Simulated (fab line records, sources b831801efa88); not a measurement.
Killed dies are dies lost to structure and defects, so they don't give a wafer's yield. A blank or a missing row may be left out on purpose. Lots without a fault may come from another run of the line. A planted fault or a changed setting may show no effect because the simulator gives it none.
Which tool did it? | flow gf180mcu | 13 lots, 39 wafers sampled, at 6 steps of a route of 602

WHAT THE GAUGES READ, wafer by wafer
GF_NWELL_TW_MEAS_11. Usual: NWELL_TW 1574, standard deviation 8.1.
lot  | measured    | on            | NWELL_TW       | flag
L900 | day 3 06:21 | film_metro-04 | 1581 1567 1577 |
L901 | day 3 13:37 | film_metro-04 | 1572 1572 1581 |
L902 | day 3 18:00 | film_metro-01 | 1567 1568 1577 |
L903 | day 3 23:56 | film_metro-01 | 1562 1568 1563 |
L905 | day 4 10:19 | film_metro-04 | 1578 1582 1578 |
L906 | day 4 16:35 | film_metro-04 | 1585 1586 1584 |
L907 | day 4 21:34 | film_metro-01 | 1576 1580 1572 |
L908 | day 5 03:08 | film_metro-01 | 1562 1563 1567 |
L911 | day 5 19:46 | film_metro-01 | 1572 1573 1575 |
L919 | day 7 14:30 | film_metro-02 | 1526 1526 1530 | OFF
L920 | day 8 02:29 | film_metro-02 | 1540 1537 1535 | OFF
L921 | day 8 02:47 | film_metro-02 | 1560 1574 1567 |
L922 | day 8 10:59 | film_metro-04 | 1587 1577 1581 |

GF_MVPSD_OVL_MEAS_07. Usual: MVPSD_OVL 0.5 nm, standard deviation 1.3.
lot  | measured     | on         | MVPSD_OVL (nm) | flag
L900 | day 4 22:17  | overlay-02 | -0.3 1.0 0.7   |
L901 | day 5 07:25  | overlay-01 | -0.2 -0.9 0.4  |
L902 | day 5 11:37  | overlay-01 | 1.5 -1.9 -0.4  |
L903 | day 5 17:44  | overlay-02 | -1.1 -0.1 -0.3 |
L905 | day 6 05:56  | overlay-01 | -0.1 0.0 -0.9  |
L906 | day 6 12:29  | overlay-01 | 3.5 2.3 1.8    |
L907 | day 6 17:58  | overlay-01 | 0.7 -0.1 1.8   |
L908 | day 6 23:26  | overlay-02 | 0.3 1.9 1.3    |
L911 | day 7 21:25  | overlay-01 | 0.4 2.6 1.8    |
L919 | day 9 16:52  | overlay-02 | 2.1 2.1 1.2    |
L920 | day 10 06:46 | overlay-02 | -0.3 -1.5 -0.6 |
L921 | day 10 08:16 | overlay-01 | 2.6 -0.2 2.3   |
L922 | day 10 15:04 | overlay-01 | 0.6 1.5 0.8    |

GF_VT_IMPLANT_OVL_MEAS_29. Usual: VT_IMPLANT_02_OVL 0.7 nm, standard deviation 1.2.
lot  | measured     | on         | VT_IMPLANT_02_OVL (nm) | flag
L900 | day 6 18:52  | overlay-01 | -1.2 -0.1 0.4          |
L901 | day 7 07:07  | overlay-01 | 0.2 1.3 -0.6           |
L902 | day 7 08:23  | overlay-01 | 0.4 0.4 1.3            |
L903 | day 7 12:59  | overlay-01 | -1.0 2.3 1.8           |
L905 | day 8 03:17  | overlay-01 | 0.7 0.2 0.7            |
L906 | day 8 18:22  | overlay-01 | 3.3 2.7 1.9            |
L907 | day 8 18:28  | overlay-01 | 0.5 3.3 2.0            |
L908 | day 8 20:32  | overlay-01 | 2.1 2.7 2.9            |
L911 | day 10 00:13 | overlay-01 | 0.5 0.7 -0.8           |
L919 | day 12 00:37 | overlay-01 | 0.5 1.1 -0.8           |
L920 | day 12 15:09 | overlay-01 | 2.2 2.3 2.4            |
L921 | day 12 17:28 | overlay-02 | 0.4 -0.1 1.3           |
L922 | day 13 00:42 | overlay-02 | 1.2 0.9 0.5            |

GF_VT_IMPLANT_RS_MEAS_47: measures by four-point-probe. Usual: NWELL_RS 487.0 ohm/sq, standard deviation 1.2.
lot  | measured     | on            | NWELL_RS (ohm/sq) | flag
L900 | day 7 09:29  | film_metro-02 | 487.8 489.0 486.6 |
L901 | day 8 00:01  | film_metro-02 | 485.1 485.5 485.1 |
L902 | day 8 00:31  | film_metro-04 | 486.0 485.9 483.6 |
L903 | day 8 06:08  | film_metro-04 | 487.0 487.0 489.0 |
L905 | day 8 20:59  | film_metro-04 | 487.2 485.8 486.5 |
L906 | day 9 12:19  | film_metro-04 | 488.1 486.4 488.9 |
L907 | day 9 12:23  | film_metro-02 | 489.5 488.1 486.7 |
L908 | day 9 14:16  | film_metro-04 | 487.4 486.5 485.9 |
L911 | day 10 18:52 | film_metro-04 | 485.7 486.5 485.5 |
L919 | day 12 21:11 | film_metro-04 | 530.5 530.4 530.0 | OFF
L920 | day 13 12:02 | film_metro-02 | 532.2 531.8 531.1 | OFF
L921 | day 13 14:11 | film_metro-02 | 487.7 486.9 486.6 |
L922 | day 13 21:43 | film_metro-04 | 486.7 486.9 488.9 |

WHICH TOOL RAN EACH LOT (tool, then ch and the chambers of the sampled wafers, then the start)
lot  | GF_STI_STRIP_15                     | GF_NWELL_IMPLANT_09
L900 | plasma_asher-02 ch 0,1, day 2 01:26 | implanter-04 ch 0, day 3 06:06
L901 | plasma_asher-02 ch 0,1, day 2 08:20 | implanter-04 ch 0, day 3 13:22
L902 | plasma_asher-04 ch 0,1, day 2 12:13 | implanter-03 ch 0, day 3 17:45
L903 | plasma_asher-02 ch 0,1, day 2 16:32 | implanter-03 ch 0, day 3 23:43
L905 | plasma_asher-02 ch 0,1, day 3 03:15 | implanter-04 ch 0, day 4 10:06
L906 | plasma_asher-02 ch 0,1, day 3 08:59 | implanter-01 ch 0, day 4 16:20
L907 | plasma_asher-04 ch 0,1, day 3 13:50 | implanter-04 ch 0, day 4 21:19
L908 | plasma_asher-02 ch 0,1, day 3 18:34 | implanter-04 ch 0, day 5 02:55
L911 | plasma_asher-04 ch 0,1, day 4 10:46 | implanter-04 ch 0, day 5 19:33
L919 | plasma_asher-02 ch 0,1, day 6 03:50 | implanter-04 ch 0, day 7 14:16
L920 | plasma_asher-03 ch 0,1, day 6 08:46 | implanter-04 ch 0, day 8 02:14
L921 | plasma_asher-03 ch 0,1, day 6 14:22 | implanter-03 ch 0, day 8 02:32
L922 | plasma_asher-04 ch 0,1, day 6 19:13 | implanter-03 ch 0, day 8 10:44
- GF_STI_STRIP_15: strips in O2/N2.
- GF_NWELL_IMPLANT_09

WHAT THE TOOLS THEMSELVES READ (means of the sampled wafers that have a number; where no wafer has one, the mark that the record gives instead)
GF_STI_STRIP_15. Usual: drypump_motor_current_A 6.1 A, standard deviation 0.55; heater_power_w 334 W, standard deviation 38; oes_product_au 0.384 a.u., standard deviation 0.0053; strip_time_to_endpoint_s 3.72 s, standard deviation 0.047.
lot  | tool            | drypump_motor_current_A (A) | heater_power_w (W) | oes_product_au (a.u.) | strip_time_to_endpoint_s (s) | flag
L900 | plasma_asher-02 | 6.6                         | 358                | 0.387                 | 3.72                         |
L901 | plasma_asher-02 | 6.7                         | 358                | 0.383                 | 3.69                         |
L902 | plasma_asher-04 | 5.4                         | 291                | 0.387                 | 3.64                         |
L903 | plasma_asher-02 | 6.6                         | 354                | 0.382                 | 3.73                         |
L905 | plasma_asher-02 | 6.7                         | 349                | 0.386                 | 3.78                         |
L906 | plasma_asher-02 | 6.6                         | 358                | 0.388                 | 3.73                         |
L907 | plasma_asher-04 | 5.5                         | 296                | 0.382                 | 3.66                         |
L908 | plasma_asher-02 | 6.6                         | 354                | 0.383                 | 3.68                         |
L911 | plasma_asher-04 | 5.5                         | 321                | 0.381                 | 3.75                         |
L919 | plasma_asher-02 | 6.6                         | 356                | 0.384                 | 3.66                         |
L920 | plasma_asher-03 | 5.8                         | 337                | 0.380                 | 3.68                         |
L921 | plasma_asher-03 | 5.7                         | 336                | 0.381                 | 3.71                         |
L922 | plasma_asher-04 | 5.5                         | 328                | 0.383                 | 3.75                         |

GF_NWELL_IMPLANT_09. Usual: dose_ions_cm2 3.999e+12, standard deviation 4.1e+09; faraday_current_uA 22.6, standard deviation 0.43.
lot  | tool         | dose_ions_cm2 | faraday_current_uA | flag
L900 | implanter-04 | 4.000e+12     | 22.2               |
L901 | implanter-04 | 4.001e+12     | 22.4               |
L902 | implanter-03 | 3.999e+12     | 22.5               |
L903 | implanter-03 | 3.997e+12     | 22.3               |
L905 | implanter-04 | 3.998e+12     | 21.9               |
L906 | implanter-01 | 4.003e+12     | 22.3               |
L907 | implanter-04 | 3.998e+12     | 22.7               |
L908 | implanter-04 | 4.001e+12     | 22.5               |
L911 | implanter-04 | 4.004e+12     | 22.3               |
L919 | implanter-04 | 1.893e+12     | 10.7               | OFF
L920 | implanter-04 | 1.886e+12     | 10.5               | OFF
L921 | implanter-03 | 3.998e+12     | 22.8               |
L922 | implanter-03 | 3.994e+12     | 22.5               |

THE ANSWER, worked out from the rows above alone
Rule: a lot is off if the mean of its wafers that have a number lies more than 3 standard deviations from the usual mean. A lot without any number at a reading at which 4 lots or more have one is off too. The other lots that the step has rows for count as sound. The gauges are gone through in route order, then the tools' own readings, and for those a lot's mean is taken as printed above. The first step at which some lot is off is used, and at that step the reading that is off furthest; a lot without a number counts as furthest.
Off: L919, L920, at GF_NWELL_TW_MEAS_11 (NWELL_TW).
A tool fits if, at a process step before that reading, it ran every lot that is off, and no sound lot after the first of them. The gauges at GF_NWELL_TW_MEAS_11 aren't tried: what is off there is off at GF_NWELL_IMPLANT_09 too, on other tools, and a gauge's error can't cause that. One fits: implanter-04 at GF_NWELL_IMPLANT_09. Its last sound lot is L911 (day 5 19:33), its first lot that is off L919 (day 7 14:16): a fault that began between those two fits.
The tool's own readings at GF_NWELL_IMPLANT_09 bear it out: on the lots that are off they differ by more than 5 times the standard deviation of the sound lots' means. dose_ions_cm2 reads 1.890e+12 there against 3.999e+12 on the sound lots; faraday_current_uA reads 10.6 there against 22.4 on the sound lots.

WHAT THE SIMULATOR HAD PUT IN
Process parameter drift: implanter-04, from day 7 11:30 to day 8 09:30, at GF_NWELL_IMPLANT_09. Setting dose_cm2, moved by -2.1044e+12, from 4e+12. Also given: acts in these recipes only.
Lots struck among those shown: L919, L920. The rule above found the same.
